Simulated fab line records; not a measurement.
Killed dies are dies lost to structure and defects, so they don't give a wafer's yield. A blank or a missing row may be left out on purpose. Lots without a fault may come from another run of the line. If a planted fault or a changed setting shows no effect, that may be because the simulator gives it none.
Which tool was responsible? || flow sfq-line || 14 lots, 42 wafers sampled, at 4 steps of a route of 325

WHAT THE GAUGES READ, wafer by wafer
Not one reading of a measure or inspect step in the record can be checked against a usual standard deviation.

WHICH TOOL RAN EACH LOT (tool, then ch and the chambers of the sampled wafers, then the start)
{"lot": "L506", "SFQ_TRILAYER_JJ_CE_BARC_OPEN_RIE_150": "rie-metal-02 ch 0,1, day 44 12:52", "SFQ_TRILAYER_JJ_CE_STRIP_STRIP_120": "rie-metal-03 ch 0,1, day 44 13:34", "SFQ_TRILAYER_M5_LITHO_PEB_126": "litho-track-04 ch 0, day 49 22:03", "SFQ_TRILAYER_A5B_DEP_PECVD_129": "pecvd-01 ch 0,1,2, day 49 23:23"}
{"lot": "L507", "SFQ_TRILAYER_JJ_CE_BARC_OPEN_RIE_150": "rie-metal-02 ch 0,1, day 44 20:32", "SFQ_TRILAYER_JJ_CE_STRIP_STRIP_120": "rie-metal-04 ch 1, day 44 21:38", "SFQ_TRILAYER_M5_LITHO_PEB_126": "litho-track-04 ch 0, day 50 04:54", "SFQ_TRILAYER_A5B_DEP_PECVD_129": "pecvd-02 ch 1,2, day 50 06:14"}
{"lot": "L508", "SFQ_TRILAYER_JJ_CE_BARC_OPEN_RIE_150": "rie-metal-03 ch 0,1, day 44 21:41", "SFQ_TRILAYER_JJ_CE_STRIP_STRIP_120": "rie-metal-04 ch 1, day 44 22:38", "SFQ_TRILAYER_M5_LITHO_PEB_126": "litho-track-03 ch 0, day 50 07:16", "SFQ_TRILAYER_A5B_DEP_PECVD_129": "pecvd-02 ch 0,1, day 50 08:37"}
{"lot": "L509", "SFQ_TRILAYER_JJ_CE_BARC_OPEN_RIE_150": "rie-metal-03 ch 0,1, day 45 01:32", "SFQ_TRILAYER_JJ_CE_STRIP_STRIP_120": "rie-metal-04 ch 1, day 45 02:29", "SFQ_TRILAYER_M5_LITHO_PEB_126": "litho-track-03 ch 0, day 50 09:40", "SFQ_TRILAYER_A5B_DEP_PECVD_129": "pecvd-01 ch 1,2, day 50 11:01"}
{"lot": "L510", "SFQ_TRILAYER_JJ_CE_BARC_OPEN_RIE_150": "rie-metal-02 ch 0,1, day 45 02:46", "SFQ_TRILAYER_JJ_CE_STRIP_STRIP_120": "rie-metal-02 ch 0, day 45 03:38", "SFQ_TRILAYER_M5_LITHO_PEB_126": "litho-track-04 ch 0, day 50 13:18", "SFQ_TRILAYER_A5B_DEP_PECVD_129": "pecvd-02 ch 0,2, day 50 14:40"}
{"lot": "L511", "SFQ_TRILAYER_JJ_CE_BARC_OPEN_RIE_150": "rie-metal-02 ch 0, day 45 12:35", "SFQ_TRILAYER_JJ_CE_STRIP_STRIP_120": "rie-metal-02 ch 0,1, day 45 13:19", "SFQ_TRILAYER_M5_LITHO_PEB_126": "litho-track-01 ch 0, day 50 22:52", "SFQ_TRILAYER_A5B_DEP_PECVD_129": "pecvd-02 ch 0,2, day 51 00:13"}
{"lot": "L512", "SFQ_TRILAYER_JJ_CE_BARC_OPEN_RIE_150": "rie-metal-04 ch 0,1, day 52 04:53", "SFQ_TRILAYER_JJ_CE_STRIP_STRIP_120": "rie-metal-03 ch 0,1, day 52 05:35", "SFQ_TRILAYER_M5_LITHO_PEB_126": "litho-track-04 ch 0, day 57 20:19", "SFQ_TRILAYER_A5B_DEP_PECVD_129": "pecvd-04 ch 1,2, day 57 21:40"}
{"lot": "L513", "SFQ_TRILAYER_JJ_CE_BARC_OPEN_RIE_150": "rie-metal-03 ch 0,1, day 52 07:17", "SFQ_TRILAYER_JJ_CE_STRIP_STRIP_120": "rie-metal-02 ch 0, day 52 07:59", "SFQ_TRILAYER_M5_LITHO_PEB_126": "litho-track-01 ch 0, day 57 22:01", "SFQ_TRILAYER_A5B_DEP_PECVD_129": "pecvd-01 ch 0,1,2, day 57 23:22"}
{"lot": "L516", "SFQ_TRILAYER_JJ_CE_BARC_OPEN_RIE_150": "rie-metal-04 ch 0,1, day 58 07:47", "SFQ_TRILAYER_JJ_CE_STRIP_STRIP_120": "rie-metal-02 ch 0,1, day 58 08:32", "SFQ_TRILAYER_M5_LITHO_PEB_126": "litho-track-03 ch 0, day 63 07:24", "SFQ_TRILAYER_A5B_DEP_PECVD_129": "pecvd-02 ch 0,1,2, day 63 08:44"}
{"lot": "L519", "SFQ_TRILAYER_JJ_CE_BARC_OPEN_RIE_150": "rie-metal-03 ch 0,1, day 58 18:43", "SFQ_TRILAYER_JJ_CE_STRIP_STRIP_120": "rie-metal-04 ch 0,1, day 58 19:28", "SFQ_TRILAYER_M5_LITHO_PEB_126": "litho-track-04 ch 0, day 63 18:18", "SFQ_TRILAYER_A5B_DEP_PECVD_129": "pecvd-04 ch 1,2, day 63 19:40"}
{"lot": "L520", "SFQ_TRILAYER_JJ_CE_BARC_OPEN_RIE_150": "rie-metal-03 ch 0,1, day 58 22:19", "SFQ_TRILAYER_JJ_CE_STRIP_STRIP_120": "rie-metal-04 ch 0,1, day 58 23:04", "SFQ_TRILAYER_M5_LITHO_PEB_126": "litho-track-01 ch 0, day 63 21:55", "SFQ_TRILAYER_A5B_DEP_PECVD_129": "pecvd-02 ch 0,1,2, day 63 23:26"}
{"lot": "L523", "SFQ_TRILAYER_JJ_CE_BARC_OPEN_RIE_150": "rie-metal-03 ch 0,1, day 59 02:02", "SFQ_TRILAYER_JJ_CE_STRIP_STRIP_120": "rie-metal-04 ch 0,1, day 59 02:47", "SFQ_TRILAYER_M5_LITHO_PEB_126": "litho-track-01 ch 0, day 64 02:43", "SFQ_TRILAYER_A5B_DEP_PECVD_129": "pecvd-02 ch 0,1, day 64 04:04"}
{"lot": "L525", "SFQ_TRILAYER_JJ_CE_BARC_OPEN_RIE_150": "rie-metal-02 ch 0,1, day 60 17:47", "SFQ_TRILAYER_JJ_CE_STRIP_STRIP_120": "rie-metal-04 ch 0,1, day 60 18:29", "SFQ_TRILAYER_M5_LITHO_PEB_126": "litho-track-04, day 65 13:42", "SFQ_TRILAYER_A5B_DEP_PECVD_129": "pecvd-04 ch 0,1,2, day 65 15:14"}
{"lot": "L526", "SFQ_TRILAYER_JJ_CE_BARC_OPEN_RIE_150": "rie-metal-04 ch 1, day 60 23:47", "SFQ_TRILAYER_JJ_CE_STRIP_STRIP_120": "rie-metal-03 ch 0, day 61 00:32", "SFQ_TRILAYER_M5_LITHO_PEB_126": "litho-track-01, day 65 17:19", "SFQ_TRILAYER_A5B_DEP_PECVD_129": "pecvd-02 ch 0,1, day 65 18:40"}
- SFQ_TRILAYER_JJ_CE_BARC_OPEN_RIE_150: chemistry O2, target BARC, target depth 240 nm, time 80 s.
- SFQ_TRILAYER_JJ_CE_STRIP_STRIP_120: strips in O2.
- SFQ_TRILAYER_M5_LITHO_PEB_126: peb time 60 s.
- SFQ_TRILAYER_A5B_DEP_PECVD_129: deposits SiO2 from SiH4/N2O, time 133.33 s, target thk 600 nm.

AS READ BY THE TOOLS THEMSELVES (means over the sampled wafers that have a number; for cases with no such wafer, the mark the record gives instead)
SFQ_TRILAYER_JJ_CE_BARC_OPEN_RIE_150.
{"lot": "L506", "tool": "rie-metal-02", "drypump-motor-current-A (A)": 5.9, "oes-product-au (a.u.)": 0.538}
{"lot": "L507", "tool": "rie-metal-02", "drypump-motor-current-A (A)": 5.9, "oes-product-au (a.u.)": 0.540}
{"lot": "L508", "tool": "rie-metal-03", "drypump-motor-current-A (A)": 5.9, "oes-product-au (a.u.)": 0.539}
{"lot": "L509", "tool": "rie-metal-03", "drypump-motor-current-A (A)": 5.9, "oes-product-au (a.u.)": 0.534}
{"lot": "L510", "tool": "rie-metal-02", "drypump-motor-current-A (A)": 6.2, "oes-product-au (a.u.)": 0.537}
{"lot": "L511", "tool": "rie-metal-02", "drypump-motor-current-A (A)": 5.6, "oes-product-au (a.u.)": 0.539}
{"lot": "L512", "tool": "rie-metal-04", "drypump-motor-current-A (A)": 5.7, "oes-product-au (a.u.)": 0.540}
{"lot": "L513", "tool": "rie-metal-03", "drypump-motor-current-A (A)": 5.8, "oes-product-au (a.u.)": 0.541}
{"lot": "L516", "tool": "rie-metal-04", "drypump-motor-current-A (A)": 5.7, "oes-product-au (a.u.)": 0.539}
{"lot": "L519", "tool": "rie-metal-03", "drypump-motor-current-A (A)": 5.7, "oes-product-au (a.u.)": 0.542}
{"lot": "L520", "tool": "rie-metal-03", "drypump-motor-current-A (A)": 6.0, "oes-product-au (a.u.)": 0.538}
{"lot": "L523", "tool": "rie-metal-03", "drypump-motor-current-A (A)": 5.8, "oes-product-au (a.u.)": 0.540}
{"lot": "L525", "tool": "rie-metal-02", "drypump-motor-current-A (A)": 6.2, "oes-product-au (a.u.)": 0.540}
{"lot": "L526", "tool": "rie-metal-04", "drypump-motor-current-A (A)": 5.4, "oes-product-au (a.u.)": 0.539}

SFQ_TRILAYER_JJ_CE_STRIP_STRIP_120.
{"lot": "L506", "tool": "rie-metal-03", "drypump-motor-current-A (A)": 5.9, "oes-product-au (a.u.)": 1.006}
{"lot": "L507", "tool": "rie-metal-04", "drypump-motor-current-A (A)": 5.4, "oes-product-au (a.u.)": 1.008}
{"lot": "L508", "tool": "rie-metal-04", "drypump-motor-current-A (A)": 5.4, "oes-product-au (a.u.)": 1.000}
{"lot": "L509", "tool": "rie-metal-04", "drypump-motor-current-A (A)": 5.4, "oes-product-au (a.u.)": 0.992}
{"lot": "L510", "tool": "rie-metal-02", "drypump-motor-current-A (A)": 5.6, "oes-product-au (a.u.)": 0.993}
{"lot": "L511", "tool": "rie-metal-02", "drypump-motor-current-A (A)": 6.2, "oes-product-au (a.u.)": 0.999}
{"lot": "L512", "tool": "rie-metal-03", "drypump-motor-current-A (A)": 5.8, "oes-product-au (a.u.)": 1.015}
{"lot": "L513", "tool": "rie-metal-02", "drypump-motor-current-A (A)": 5.6, "oes-product-au (a.u.)": 0.989}
{"lot": "L516", "tool": "rie-metal-02", "drypump-motor-current-A (A)": 5.9, "oes-product-au (a.u.)": 1.006}
{"lot": "L519", "tool": "rie-metal-04", "drypump-motor-current-A (A)": 5.7, "oes-product-au (a.u.)": 0.996}
{"lot": "L520", "tool": "rie-metal-04", "drypump-motor-current-A (A)": 5.7, "oes-product-au (a.u.)": 0.995}
{"lot": "L523", "tool": "rie-metal-04", "drypump-motor-current-A (A)": 5.5, "oes-product-au (a.u.)": 1.005}
{"lot": "L525", "tool": "rie-metal-04", "drypump-motor-current-A (A)": 5.7, "oes-product-au (a.u.)": 0.996}
{"lot": "L526", "tool": "rie-metal-03", "drypump-motor-current-A (A)": 5.6, "oes-product-au (a.u.)": 0.999}

SFQ_TRILAYER_M5_LITHO_PEB_126.
{"lot": "L506", "tool": "litho-track-04", "chill-plate-temp-C (C)": 23.04, "exhaust-pa (Pa)": 45.4, "plate-temp-C (C)": 115.06}
{"lot": "L507", "tool": "litho-track-04", "chill-plate-temp-C (C)": 23.03, "exhaust-pa (Pa)": 44.2, "plate-temp-C (C)": 114.92}
{"lot": "L508", "tool": "litho-track-03", "chill-plate-temp-C (C)": 22.97, "exhaust-pa (Pa)": 43.1, "plate-temp-C (C)": 115.27}
{"lot": "L509", "tool": "litho-track-03", "chill-plate-temp-C (C)": 23.06, "exhaust-pa (Pa)": 45.8, "plate-temp-C (C)": 115.10}
{"lot": "L510", "tool": "litho-track-04", "chill-plate-temp-C (C)": 23.00, "exhaust-pa (Pa)": 45.1, "plate-temp-C (C)": 114.96}
{"lot": "L511", "tool": "litho-track-01", "chill-plate-temp-C (C)": 22.91, "exhaust-pa (Pa)": 44.7, "plate-temp-C (C)": 115.00}
{"lot": "L512", "tool": "litho-track-04", "chill-plate-temp-C (C)": 22.93, "exhaust-pa (Pa)": 45.0, "plate-temp-C (C)": 115.10}
{"lot": "L513", "tool": "litho-track-01", "chill-plate-temp-C (C)": 23.07, "exhaust-pa (Pa)": 44.8, "plate-temp-C (C)": 114.98}
{"lot": "L516", "tool": "litho-track-03", "chill-plate-temp-C (C)": 23.02, "exhaust-pa (Pa)": 44.9, "plate-temp-C (C)": 115.02}
{"lot": "L519", "tool": "litho-track-04", "chill-plate-temp-C (C)": 23.03, "exhaust-pa (Pa)": 45.2, "plate-temp-C (C)": 114.97}
{"lot": "L520", "tool": "litho-track-01", "chill-plate-temp-C (C)": 23.08, "exhaust-pa (Pa)": 44.8, "plate-temp-C (C)": 115.00}
{"lot": "L523", "tool": "litho-track-01", "chill-plate-temp-C (C)": 23.05, "exhaust-pa (Pa)": 44.9, "plate-temp-C (C)": 114.96}
{"lot": "L525", "tool": "litho-track-04", "chill-plate-temp-C (C)": "-", "exhaust-pa (Pa)": "-", "plate-temp-C (C)": "-"}
{"lot": "L526", "tool": "litho-track-01", "chill-plate-temp-C (C)": "-", "exhaust-pa (Pa)": "-", "plate-temp-C (C)": "-"}

SFQ_TRILAYER_A5B_DEP_PECVD_129.
{"lot": "L506", "tool": "pecvd-01", "chamber-pressure-Torr (Torr)": 2.398, "heater-power-w (W)": 89, "throttle-valve-pct (%)": 23.6}
{"lot": "L507", "tool": "pecvd-02", "chamber-pressure-Torr (Torr)": 2.399, "heater-power-w (W)": 82, "throttle-valve-pct (%)": 25.4}
{"lot": "L508", "tool": "pecvd-02", "chamber-pressure-Torr (Torr)": 2.397, "heater-power-w (W)": 107, "throttle-valve-pct (%)": 24.3}
{"lot": "L509", "tool": "pecvd-01", "chamber-pressure-Torr (Torr)": 2.402, "heater-power-w (W)": 103, "throttle-valve-pct (%)": 23.6}
{"lot": "L510", "tool": "pecvd-02", "chamber-pressure-Torr (Torr)": 2.403, "heater-power-w (W)": 86, "throttle-valve-pct (%)": 24.6}
{"lot": "L511", "tool": "pecvd-02", "chamber-pressure-Torr (Torr)": 2.398, "heater-power-w (W)": 59, "throttle-valve-pct (%)": 25.1}
{"lot": "L512", "tool": "pecvd-04", "chamber-pressure-Torr (Torr)": 2.402, "heater-power-w (W)": 75, "throttle-valve-pct (%)": 26.3}
{"lot": "L513", "tool": "pecvd-01", "chamber-pressure-Torr (Torr)": 2.401, "heater-power-w (W)": 89, "throttle-valve-pct (%)": 24.2}
{"lot": "L516", "tool": "pecvd-02", "chamber-pressure-Torr (Torr)": 2.398, "heater-power-w (W)": 76, "throttle-valve-pct (%)": 25.9}
{"lot": "L519", "tool": "pecvd-04", "chamber-pressure-Torr (Torr)": 2.395, "heater-power-w (W)": 78, "throttle-valve-pct (%)": 25.8}
{"lot": "L520", "tool": "pecvd-02", "chamber-pressure-Torr (Torr)": 2.405, "heater-power-w (W)": 79, "throttle-valve-pct (%)": 25.6}
{"lot": "L523", "tool": "pecvd-02", "chamber-pressure-Torr (Torr)": 2.402, "heater-power-w (W)": 101, "throttle-valve-pct (%)": 25.4}
{"lot": "L525", "tool": "pecvd-04", "chamber-pressure-Torr (Torr)": 2.405, "heater-power-w (W)": 72, "throttle-valve-pct (%)": 25.6}
{"lot": "L526", "tool": "pecvd-02", "chamber-pressure-Torr (Torr)": 2.395, "heater-power-w (W)": 104, "throttle-valve-pct (%)": 25.6}

THE ANSWER, worked out from the rows above alone
Rule: what is usual is taken from the lots themselves. Put in order of their means at a reading, lots are off if they are a third of the lots or fewer, leave a main group of 4 or more, and stand apart from it by a gap of 3 or more times the standard deviation of the main group's means; of several such gaps the widest counts. A main group is skipped when, at the precision printed for the reading in the tables above, its means are all equal. Also off: a lot with no number at a reading for which 4 or more lots have one. The other lots that the step has rows for count as sound. After the gauges, taken in route order, come the tools' own readings; for these a lot's mean is taken, as printed above. At the first step where some lot is off, the reading lying furthest off is the one used; lots without a number count as furthest.
Off: L525, L526 (SFQ_TRILAYER_M5_LITHO_PEB_126, chill-plate-temp-C). Without a number there: L525, L526. Mean 23.02 C and standard deviation 0.052 in the main group.
A tool fits if, at that step or a process step before it, it ran every lot that is off, and no sound lot after the first of them. None of those tried fits.

WHAT THE SIMULATOR HAD INSERTED
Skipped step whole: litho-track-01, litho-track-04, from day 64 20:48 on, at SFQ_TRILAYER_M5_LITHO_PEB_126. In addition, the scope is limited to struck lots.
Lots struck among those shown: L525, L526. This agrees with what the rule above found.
